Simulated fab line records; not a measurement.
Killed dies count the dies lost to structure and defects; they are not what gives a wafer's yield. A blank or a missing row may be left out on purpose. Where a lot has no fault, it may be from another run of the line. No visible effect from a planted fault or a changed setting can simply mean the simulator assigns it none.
fab line records ; flow gf180mcu
[record] lots = 11; wafers = 33; last-day = 34
route steps=602 shown SALICIDE@284 CONTACT@311 M1@317
lots that met no fault: from a run of the same line without faults
start-h: start of the lot's first displayed wafer, in hours after the record's first day ; wait-h: hours from the lot's prior step to this one ; " unchanged from the row above ; L1.1+2: one row covering several wafers at once ; - no value, or no start was given ; * or withheld: withheld ; < > ~ a bound
route shown NAME@n: NAME is a module with steps in the file, n the number in the route of the first one ; usual: mean/standard deviation of fault-free wafers ; same: alike in all rows ; chamber/n: place in a boat ; sites: the reading at each site ; _std_site: standard deviation across them ; _edge_site: inner sites' mean taken away from outer sites' mean ; radius-mm: how far each site lies from the wafer's centre ; mask NAME#n: copy n ; behind: tool/chamber where the wafer was last shaped ; hold: why the lot went on hold/how many hours it stayed there/how the hold came to an end ; device: the n, p or np transistor that did not switch ; end of line: the tests these same wafers got at the end of their route ; a step given without rows: its recipe and nothing more ; killed: the dies lost at the first sort to structure and to defects; this is not the yield of the wafer ; map: the dies of a wafer, with x for killed, . for not killed, _ for no die there
set.NAME: the setting the step ran with; set.NAME@STEP: the setting that earlier step ran with ; model.NAME: the simulator's own value behind a step, which no gauge read
the route's steps for a sample of lots (tables are steps, rows are wafers)
services: when a tool's chamber went out of use (start-h, in hours from the record's first day, below 0 if earlier), for how many hours, and the reason
[[steps]]
[step GF_SALICIDE_RTA_06]
[recipe] temp-c = 530; time-s = 30; ambient = N2
[usual] lamp-power-pct = 5.3/0.37; wafer_temp_C_max = 533.6/0.82
lot.wafer;tool;chamber;start-h;wait-h;lamp-power-pct;wafer_temp_C_max
L405.2;rtp-anneal-01;0;350.63;0.1;5.8;532.4
L405.3;rtp-anneal-01;0;350.63;0.1;5.8;533.2
L405.6;rtp-anneal-01;0;350.63;0.1;5.8;532.9
L410.3;rtp-anneal-02;0;400.56;0.1;5.0;533.9
L410.4;rtp-anneal-02;0;400.56;0.1;5.0;533.8
L410.6;rtp-anneal-02;0;400.56;0.1;5.0;533.8
L411.3;rtp-anneal-01;0;404.10;0.1;5.8;533.5
L411.5;rtp-anneal-01;0;404.10;0.1;5.8;533.4
L411.6;rtp-anneal-01;0;404.10;0.1;5.8;532.9
L418.2;rtp-anneal-01;0;463.17;0.1;5.8;532.6
L418.4;rtp-anneal-01;0;463.17;0.1;5.8;531.8
L418.6;rtp-anneal-01;0;463.17;0.1;5.8;532.4
L419.3;rtp-anneal-01;0;470.54;0.1;5.8;532.2
L419.4;rtp-anneal-01;0;470.54;0.1;5.8;532.3
L419.5;rtp-anneal-01;0;470.54;0.1;5.8;533.2
L420.1;rtp-anneal-01;0;479.39;0.1;5.8;532.2
L420.3;rtp-anneal-01;0;479.39;0.1;5.8;532.6
L420.4;rtp-anneal-01;0;479.39;0.1;5.8;533.1
L422.2;rtp-anneal-02;0;495.32;0.1;5.0;534.8
L422.3;rtp-anneal-02;0;495.32;0.1;5.0;533.8
L422.4;rtp-anneal-02;0;495.32;0.1;5.0;534.1
L423.2;rtp-anneal-02;0;502.93;0.1;5.0;534.5
L423.3;rtp-anneal-02;0;502.93;0.1;5.0;534.1
L423.5;rtp-anneal-02;0;502.93;0.1;5.0;533.5
L424.4;rtp-anneal-02;0;514.28;0.1;5.0;534.2
L424.5;rtp-anneal-02;0;514.28;0.1;5.0;534.2
L424.6;rtp-anneal-02;0;514.28;0.1;5.0;534.8
L426.1;rtp-anneal-02;0;520.63;0.1;5.0;533.3
L426.3;rtp-anneal-02;0;520.63;0.1;5.0;533.7
L426.6;rtp-anneal-02;0;520.63;0.1;5.0;534.3
L427.3;rtp-anneal-02;0;535.61;0.1;5.0;533.7
L427.4;rtp-anneal-02;0;535.61;0.1;5.0;533.8
L427.5;rtp-anneal-02;0;535.61;0.1;5.0;534.8
[step GF_CONTACT_CVD_24]
[recipe] material = W; target-thk-nm = 300; time-s = 90.339; temp-c = 400; pressure-torr = 40
[usual] heater-power-w = 970/110; susceptor-temp-C = 399.99/0.28
lot.wafer;tool;chamber;start-h;wait-h;heater-power-w;since-wet-clean-h;susceptor-temp-C
L405.2;cvd-w-02;1;374.16;0.0;746;984;400.03
L405.3;cvd-w-02;1;374.16;0.0;755;-;399.97
L405.6;cvd-w-02;0;374.16;0.0;1004;-;400.33
L410.3;cvd-w-02;0;425.49;0.1;933;-;390.69
L410.4;cvd-w-02;1;425.49;0.1;691;-;390.75
L410.6;cvd-w-02;1;425.49;0.1;682;-;390.55
L411.3;cvd-w-02;0;429.79;0.1;918;-;390.33
L411.5;cvd-w-02;0;429.79;0.1;945;-;390.26
L411.6;cvd-w-02;1;429.79;0.1;672;-;390.79
L418.2;cvd-w-01;1;488.41;0.0;1032;584;399.57
L418.4;cvd-w-01;0;488.41;0.0;1022;-;400.59
L418.6;cvd-w-01;0;488.41;0.0;1006;-;400.10
L419.3;cvd-w-01;1;495.50;0.1;1031;-;400.34
L419.4;cvd-w-01;0;495.50;0.1;992;-;399.70
L419.5;cvd-w-01;0;495.50;0.1;1022;-;399.73
L420.1;cvd-w-01;0;504.82;0.0;1028;601;399.72
L420.3;cvd-w-01;1;504.82;0.0;1041;-;399.77
L420.4;cvd-w-01;0;504.82;0.0;1050;-;399.93
L422.2;cvd-w-01;0;519.77;0.0;1017;616;399.95
L422.3;cvd-w-01;1;519.77;0.0;1043;-;400.16
L422.4;cvd-w-01;0;519.77;0.0;1037;-;400.07
L423.2;cvd-w-01;0;527.85;0.0;1022;624;399.52
L423.3;cvd-w-01;1;527.85;0.0;1056;-;399.93
L423.5;cvd-w-01;0;527.85;0.0;1043;-;399.33
L424.4;cvd-w-01;0;539.29;0.1;1029;-;400.20
L424.5;cvd-w-01;1;539.29;0.1;1043;-;399.65
L424.6;cvd-w-01;0;539.29;0.1;1020;-;399.88
L426.1;cvd-w-02;1;545.71;0.0;738;142;400.52
L426.3;cvd-w-02;0;545.71;0.0;971;-;400.30
L426.6;cvd-w-02;0;545.71;0.0;1010;-;400.26
L427.3;cvd-w-02;1;559.65;0.1;731;-;399.96
L427.4;cvd-w-02;0;559.65;0.1;988;-;400.02
L427.5;cvd-w-02;1;559.65;0.1;752;-;399.80
[step GF_CONTACT_RS_MEAS_25]
[recipe] thk-meas-gauge = four-point-probe; reads = W_of_CONTACT_CVD_24+TiN_of_CONTACT_SPUTTER_23+Ti_of_CONTACT_SPUTTER_22
[usual] CONTACT_W_RS = 0.383/0.0039
lot.wafer;tool;chamber;start-h;wait-h;CONTACT_W_RS[ohm/sq]
L405.2;film-metro-03;-;374.28;0.1;0.380
L405.3;film-metro-03;-;374.28;0.1;0.378
L405.6;film-metro-03;-;374.28;0.1;0.387
L410.3;film-metro-01;-;425.60;0.1;0.469
L410.4;film-metro-01;-;425.60;0.1;0.468
L410.6;film-metro-01;-;425.60;0.1;0.465
L411.3;film-metro-03;-;429.90;0.1;0.456
L411.5;film-metro-03;-;429.90;0.1;0.459
L411.6;film-metro-03;-;429.90;0.1;0.464
L418.2;film-metro-01;-;488.53;0.1;0.381
L418.4;film-metro-01;-;488.53;0.1;0.377
L418.6;film-metro-01;-;488.53;0.1;0.380
L419.3;film-metro-04;-;495.61;0.1;0.384
L419.4;film-metro-04;-;495.61;0.1;0.388
L419.5;film-metro-04;-;495.61;0.1;0.386
L420.1;film-metro-04;-;504.92;0.1;0.387
L420.3;film-metro-04;-;504.92;0.1;0.383
L420.4;film-metro-04;-;504.92;0.1;0.383
L422.2;film-metro-03;-;519.89;0.1;0.385
L422.3;film-metro-03;-;519.89;0.1;0.385
L422.4;film-metro-03;-;519.89;0.1;0.382
L423.2;film-metro-01;-;527.97;0.1;0.383
L423.3;film-metro-01;-;527.97;0.1;0.385
L423.5;film-metro-01;-;527.97;0.1;0.386
L424.4;film-metro-03;-;539.42;0.1;0.381
L424.5;film-metro-03;-;539.42;0.1;0.386
L424.6;film-metro-03;-;539.42;0.1;0.375
L426.1;film-metro-01;-;545.81;0.1;0.378
L426.3;film-metro-01;-;545.81;0.1;0.382
L426.6;film-metro-01;-;545.81;0.1;0.381
L427.3;film-metro-03;-;559.76;0.1;0.377
L427.4;film-metro-03;-;559.76;0.1;0.380
L427.5;film-metro-03;-;559.76;0.1;0.379
[step GF_CONTACT_THK_MEAS_26]
[recipe] thk-meas-gauge = xrf; reads = W_of_CONTACT_CVD_24
[usual] CONTACT_W_THK = 303/3.5
lot.wafer;tool;chamber;start-h;wait-h;CONTACT_W_THK[nm]
L405.2;film-metro-03;-;374.39;0.1;307
L405.3;film-metro-03;-;374.39;0.1;309
L405.6;film-metro-03;-;374.39;0.1;302
L410.3;film-metro-01;-;425.70;0.1;250
L410.4;film-metro-01;-;425.70;0.1;250
L410.6;film-metro-01;-;425.70;0.1;250
L411.3;film-metro-03;-;430.00;0.1;252
L411.5;film-metro-03;-;430.00;0.1;252
L411.6;film-metro-03;-;430.00;0.1;248
L418.2;film-metro-01;-;488.64;0.1;307
L418.4;film-metro-01;-;488.64;0.1;310
L418.6;film-metro-01;-;488.64;0.1;309
L419.3;film-metro-04;-;495.71;0.1;305
L419.4;film-metro-04;-;495.71;0.1;299
L419.5;film-metro-04;-;495.71;0.1;301
L420.1;film-metro-04;-;505.04;0.1;297
L420.3;film-metro-04;-;505.04;0.1;300
L420.4;film-metro-04;-;505.04;0.1;301
L422.2;film-metro-03;-;520.00;0.1;303
L422.3;film-metro-03;-;520.00;0.1;303
L422.4;film-metro-03;-;520.00;0.1;304
L423.2;film-metro-01;-;528.08;0.1;306
L423.3;film-metro-01;-;528.08;0.1;303
L423.5;film-metro-01;-;528.08;0.1;303
L424.4;film-metro-03;-;539.51;0.1;300
L424.5;film-metro-03;-;539.51;0.1;296
L424.6;film-metro-03;-;539.51;0.1;305
L426.1;film-metro-01;-;545.93;0.1;310
L426.3;film-metro-01;-;545.93;0.1;307
L426.6;film-metro-01;-;545.93;0.1;308
L427.3;film-metro-03;-;559.86;0.1;303
L427.4;film-metro-03;-;559.86;0.1;301
L427.5;film-metro-03;-;559.86;0.1;301
[step GF_CONTACT_CMP_27]
[recipe] stop-on = SiO2; down-force-psi = 3.5; platen-rpm = 60; t-overpolish-s = 15; target-thk-nm = 0; pad-velocity-m-s = 0.94248
[usual] head-pressure-psi = 3.500/0.0065; motor-current-A = 11.0/0.79; time-to-endpoint-s = 74/4.3
lot.wafer;tool;chamber;start-h;wait-h;head-pressure-psi;motor-current-A;time-to-endpoint-s
L405.3;cmp-02;0;374.44;0.0;3.509;11.1;78
L405.2;cmp-02;2;374.44;0.0;3.501;10.3;81
L405.6;cmp-02;0;374.44;0.0;3.483;11.2;78
L410.3;cmp-02;0;425.74;0.0;3.502;11.0;64
L410.4;cmp-02;3;425.74;0.0;3.498;11.1;59
L410.6;cmp-02;0;425.74;0.0;3.499;10.9;64
L411.3;cmp-02;3;430.39;0.4;3.500;11.4;60
L411.5;cmp-02;1;430.39;0.4;3.500;11.6;62
L411.6;cmp-02;2;430.39;0.4;3.493;10.6;65
L418.4;cmp-02;3;488.80;0.1;3.506;11.6;74
L418.2;cmp-02;1;488.80;0.1;3.502;10.9;77
L418.6;cmp-02;0;488.80;0.1;3.494;11.2;75
L419.4;cmp-02;2;495.75;0.0;3.496;10.3;78
L419.3;cmp-02;3;495.75;0.0;3.496;11.5;76
L419.5;cmp-02;3;495.75;0.0;3.511;11.1;74
L420.1;cmp-01;0;505.15;0.1;3.499;9.9;70
L420.4;cmp-01;1;505.15;0.1;3.496;11.3;74
L420.3;cmp-01;2;505.15;0.1;3.511;10.6;73
L422.3;cmp-01;2;520.05;0.0;3.497;11.0;76
L422.2;cmp-01;3;520.05;0.0;3.496;9.5;66
L422.4;cmp-01;1;520.05;0.0;3.503;11.1;78
L423.3;cmp-02;1;528.18;0.1;3.505;11.0;80
L423.2;cmp-02;2;528.18;0.1;3.498;9.9;83
L423.5;cmp-02;0;528.18;0.1;3.501;11.5;80
L424.4;cmp-02;3;539.59;0.1;3.506;11.6;74
L424.6;cmp-02;2;539.59;0.1;3.507;10.0;79
L424.5;cmp-02;3;539.59;0.1;3.497;11.7;71
L426.1;cmp-02;3;546.04;0.1;3.507;11.6;75
L426.3;cmp-02;1;546.04;0.1;3.492;11.5;76
L426.6;cmp-02;2;546.04;0.1;3.499;10.2;80
L427.3;cmp-02;1;559.95;0.1;3.507;11.9;75
L427.4;cmp-02;2;559.95;0.1;3.490;10.6;77
L427.5;cmp-02;1;559.95;0.1;3.501;11.8;76
[step GF_M1_SPUTTER_02]
[recipe] material = AlCu; target-thk-nm = 450; power-w = 10600; time-s = 23.9; chamber-pressure-pa = 0.4
[usual] cathode-dc-power-W = 10600/1.8; throttle-valve-pct = 30.4/0.82
lot.wafer;tool;chamber;start-h;wait-h;cathode-dc-power-W;throttle-valve-pct
L405.2;pvd-sputter-02;-;374.87;0.0;10603;30.1
L405.3;pvd-sputter-02;-;374.87;0.0;10599;31.2
L405.6;pvd-sputter-02;-;374.87;0.0;10601;31.3
L410.3;pvd-sputter-03;-;426.17;0.0;10597;28.5
L410.4;pvd-sputter-03;-;426.17;0.0;10602;29.3
L410.6;pvd-sputter-03;-;426.17;0.0;10603;30.1
L411.3;pvd-sputter-02;-;430.72;0.0;10600;31.0
L411.5;pvd-sputter-02;-;430.72;0.0;10600;30.6
L411.6;pvd-sputter-02;-;430.72;0.0;10600;30.6
L418.2;pvd-sputter-02;-;489.23;0.0;10602;31.4
L418.4;pvd-sputter-02;-;489.23;0.0;10601;30.2
L418.6;pvd-sputter-02;-;489.23;0.0;10600;30.9
L419.3;pvd-sputter-01;-;496.18;0.0;10597;29.5
L419.4;pvd-sputter-01;-;496.18;0.0;10597;31.4
L419.5;pvd-sputter-01;-;496.18;0.0;10601;29.9
L420.1;pvd-sputter-03;-;505.53;0.0;10600;30.1
L420.3;pvd-sputter-03;-;505.53;0.0;10604;30.4
L420.4;pvd-sputter-03;-;505.53;0.0;10603;29.3
L422.2;pvd-sputter-02;-;520.48;0.0;10598;30.3
L422.3;pvd-sputter-02;-;520.48;0.0;10599;30.5
L422.4;pvd-sputter-02;-;520.48;0.0;10602;30.7
L423.2;pvd-sputter-02;-;528.57;0.0;10602;31.2
L423.3;pvd-sputter-02;-;528.57;0.0;10600;31.0
L423.5;pvd-sputter-02;-;528.57;0.0;10605;30.8
L424.4;pvd-sputter-01;-;539.98;0.0;10596;29.3
L424.5;pvd-sputter-01;-;539.98;0.0;10599;30.8
L424.6;pvd-sputter-01;-;539.98;0.0;10602;30.0
L426.1;pvd-sputter-03;-;546.42;0.0;10599;30.4
L426.3;pvd-sputter-03;-;546.42;0.0;10599;30.2
L426.6;pvd-sputter-03;-;546.42;0.0;10600;29.9
L427.3;pvd-sputter-02;-;560.33;0.0;10598;30.6
L427.4;pvd-sputter-02;-;560.33;0.0;10599;30.5
L427.5;pvd-sputter-02;-;560.33;0.0;10600;31.2
[step GF_M1_SPUTTER_04]
[recipe] material = TiN; target-thk-nm = 50; power-w = 6500; time-s = 41.7; chamber-pressure-pa = 0.4
[usual] cathode-dc-power-W = 6500.1/1.3; throttle-valve-pct = 30.4/0.82
lot.wafer;tool;chamber;start-h;wait-h;cathode-dc-power-W;throttle-valve-pct
L405.2;pvd-sputter-02;-;374.92;0.0;6499.7;30.3
L405.3;pvd-sputter-02;-;374.92;0.0;6499.2;30.8
L405.6;pvd-sputter-02;-;374.92;0.0;6498.6;31.3
L410.3;pvd-sputter-03;-;426.22;0.0;6499.6;28.6
L410.4;pvd-sputter-03;-;426.22;0.0;6499.4;29.4
L410.6;pvd-sputter-03;-;426.22;0.0;6502.4;29.9
L411.3;pvd-sputter-02;-;430.77;0.0;6500.1;31.1
L411.5;pvd-sputter-02;-;430.77;0.0;6500.1;30.7
L411.6;pvd-sputter-02;-;430.77;0.0;6500.9;30.5
L418.2;pvd-sputter-02;-;489.28;0.0;6499.6;31.1
L418.4;pvd-sputter-02;-;489.28;0.0;6501.1;30.4
L418.6;pvd-sputter-02;-;489.28;0.0;6502.3;30.7
L419.3;pvd-sputter-01;-;496.23;0.0;6499.0;29.5
L419.4;pvd-sputter-01;-;496.23;0.0;6498.2;31.5
L419.5;pvd-sputter-01;-;496.23;0.0;6499.6;30.1
L420.1;pvd-sputter-03;-;505.58;0.0;6501.0;30.3
L420.3;pvd-sputter-03;-;505.58;0.0;6499.2;30.3
L420.4;pvd-sputter-03;-;505.58;0.0;6499.5;29.3
L422.2;pvd-sputter-02;-;520.53;0.0;6500.2;30.6
L422.3;pvd-sputter-02;-;520.53;0.0;6497.6;30.6
L422.4;pvd-sputter-02;-;520.53;0.0;6499.4;30.8
L423.2;pvd-sputter-02;-;528.62;0.0;6497.5;31.3
L423.3;pvd-sputter-02;-;528.62;0.0;6498.6;30.7
L423.5;pvd-sputter-02;-;528.62;0.0;6498.4;30.5
L424.4;pvd-sputter-01;-;540.04;0.0;6501.7;29.3
L424.5;pvd-sputter-01;-;540.04;0.0;6500.3;31.2
L424.6;pvd-sputter-01;-;540.04;0.0;6501.8;30.0
L426.1;pvd-sputter-03;-;546.47;0.0;6501.6;30.3
L426.3;pvd-sputter-03;-;546.47;0.0;6500.5;29.9
L426.6;pvd-sputter-03;-;546.47;0.0;6500.8;30.1
L427.3;pvd-sputter-02;-;560.38;0.0;6500.9;30.1
L427.4;pvd-sputter-02;-;560.38;0.0;6501.2;30.7
L427.5;pvd-sputter-02;-;560.38;0.0;6497.7;31.0
[[services]]
tool;chamber;start-h;hours;kind
cmp-01;-;328.28;2.0;repair
cmp-01;-;341.53;1.7;repair
cvd-w-01;-;346.99;3.0;repair
cmp-01;-;356.12;71.9;repair
pvd-sputter-02;-;366.58;7.7;repair
cvd-w-02;-;374.93;2.8;pm
cmp-02;-;375.35;6.4;repair
pvd-sputter-02;-;381.82;1.4;repair
cvd-w-02;-;390.00;14.0;pm
pvd-sputter-02;-;408.34;1.0;repair
cvd-w-01;0;409.26;10.6;repair
cvd-w-02;-;418.31;1.3;repair
cvd-w-01;-;424.05;2.8;pm
cvd-w-02;-;457.10;6.9;pm
pvd-sputter-02;-;460.69;2.8;repair
cvd-w-01;0;465.73;4.6;repair
cmp-02;-;466.69;4.6;pm
cmp-02;-;474.07;2.8;repair
pvd-sputter-02;-;481.09;1.0;repair
cmp-02;-;490.67;0.7;repair
pvd-sputter-03;-;500.86;0.6;repair
cmp-02;-;515.05;6.5;pm
pvd-sputter-03;-;532.68;7.4;repair
cvd-w-01;-;553.98;6.0;pm
[[key]]
[first-sign] step = GF_CONTACT_CVD_24; reading = susceptor-temp-C; direction = down; sigmas = 34; usual = *; struck = *
[effect] step = GF_CONTACT_RS_MEAS_25; reading = CONTACT_W_RS; direction = up; sigmas = 21; usual = 0.383; struck = 0.464
[effect] step = GF_CONTACT_THK_MEAS_26; reading = CONTACT_W_THK; direction = down; sigmas = 15; usual = 303; struck = 251
[effect] step = GF_CONTACT_CMP_27; reading = time-to-endpoint-s; direction = down; sigmas = 2.8; usual = *; struck = *
met-at GF_CONTACT_CVD_24
struck-lots L410,L411
tester-left-out L410,L411
not-acting-at GF_SALICIDE_RTA_06,GF_M1_SPUTTER_02,GF_M1_SPUTTER_04
onset-between 374.16 425.49
[fault] kind = process-parameter-drift; tool = cvd-w-02; chamber = -; onset-h = 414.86; steps = GF_CONTACT_CVD_24; channel = temp-c; offset = *; shape = step; end-h = 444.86; acts-in = *; stated = *
// tester-left-out: of these lots the tester's yield and bins aren't shown, on N5 and GAA mostly nor the transistor test; their killed dies are dies lost to structure and defects alone, not to doping, threshold or leakage, so they don't give the yield
